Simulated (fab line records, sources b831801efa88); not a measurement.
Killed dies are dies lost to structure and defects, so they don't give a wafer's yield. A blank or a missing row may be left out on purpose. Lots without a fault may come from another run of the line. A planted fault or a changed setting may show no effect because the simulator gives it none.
A struck lot beside a sound one | flow sky130 | 15 steps out of a route of 708
Sound: wafers L995.4, L995.5, L995.6. Struck: wafers L102.3, L102.4, L102.5. The cause comes at the end.
At each step with rows: each side's tool, then ch and its chambers, then its first start. Under that, the readings that differ: sound wafers | struck wafers | difference of the means | sigmas: that difference in standard deviations of wafers without a fault.
alike: readings whose means differ by less than 2 such deviations, and words and numbers that are the same on both sides. not compared: withheld readings, readings that some wafer has no value for, bounds like >300 that may hide the same value, and numbers for which the record gives no deviation and whose values overlap.
The two part at a step that has a row with sigmas, a row that says differs or no value, or rows on one side only. Numbers that don't overlap but have no deviation are shown without sigmas and don't part them. A reading that every wafer of one side lacks parts them only if that side has two wafers or more.

first, 9 steps without rows for these wafers: SKY_CAP2M_CLEAN_17 (cleans in O3/DIW); SKY_METAL4_DEHYDRATE_05 (time 60 s); SKY_METAL4_HMDS_06 (prime time 60 s); SKY_METAL4_COAT_07 (resist thk 60.65 nm); SKY_METAL4_COAT_08 (resist thk 1140 nm); SKY_METAL4_SOFTBAKE_09 (time 90 s); SKY_METAL4_EXPOSE_10 (exposes mask MM4, target cd 300 nm); SKY_METAL4_PEB_11; SKY_METAL4_DEVELOP_12 (develop time 60 s).
SKY_METAL4_CD_MEAS_13: target cd 300 nm.
  sound on cd_sem-01, day 42 18:14; struck on cd_sem-01, day 44 18:19
  reading    | sound             | struck            | difference | sigmas
  cd_nm (nm) | 298.5 299.8 298.3 | 301.2 302.2 302.6 | +3.1       | +2
SKY_METAL4_OVL_MEAS_14:
  sound on overlay-01, day 42 18:19; struck on overlay-01, day 44 18:25
  alike: METAL4_OVL
SKY_METAL4_DESCUM_15: chemistry O2, time 8 s.
  sound on rie_metal-04 ch 0,1, day 42 18:21; struck on rie_metal-01 ch 0,1, day 44 18:27
  alike: drypump_motor_current_A, oes_product_au
  not compared: rf_hours_counter_h
SKY_METAL4_ETCH_16: etches BARC in N2/H2, stops on SiO2, time 88.2 s, target depth 60 nm.
  sound on rie_metal-04 ch 0,1, day 42 18:24; struck on rie_metal-01 ch 0,1, day 44 18:30
  reading               | sound             | struck            | difference | sigmas
  oes_product_au (a.u.) | 0.618 0.629 0.624 | 0.656 0.662 0.666 | +0.038     | +9
  run_length_s (s)      | 116.6 115.7 116.6 | 111.3 110.7 111.3 | -5.2       | -10
  alike: drypump_motor_current_A, throttle_valve_pct
  not compared: rf_hours_counter_h
SKY_METAL4_ETCH_17: etches SiO2 in C4F8/O2/Ar, stops on TiN, time 3.9 s, target depth 15 nm.
  sound on rie_diel-02 ch 0,1, day 42 18:28; struck on rie_diel-04 ch 0,1,3, day 44 18:34
  alike: oes_product_au
  not compared: rf_hours_counter_h
-- the record jumps here: 4 days lie between the struck wafers' starts before and after (it left off in module METAL4 and takes up again in module PAD_OPEN, whose first step shown is number 708 of the route) --
SKY_PAD_OPEN_PROBE_99:
  sound on prober-01, day 46 15:44; struck on prober-02, day 48 11:22
  reading                  | sound       | struck | difference | sigmas
  sort_bin_3_pad_short (%) | 0.6 0.2 1.4 | 1.6    | +0.9       | +2
  alike: defect_limited_yield, killed_at_M0_to_M3, killed_at_M4_up, killed_at_contacts, killed_at_front_end, killed_at_other, killed_dies, killed_open, killed_short, sort_bin_5_function, sort_bin_6_memory, sort_n_pass, sort_yield_pct

WHERE THEY PART
First at SKY_METAL4_CD_MEAS_13; last, within this record, at SKY_PAD_OPEN_PROBE_99.

WHY: what the simulator had put in
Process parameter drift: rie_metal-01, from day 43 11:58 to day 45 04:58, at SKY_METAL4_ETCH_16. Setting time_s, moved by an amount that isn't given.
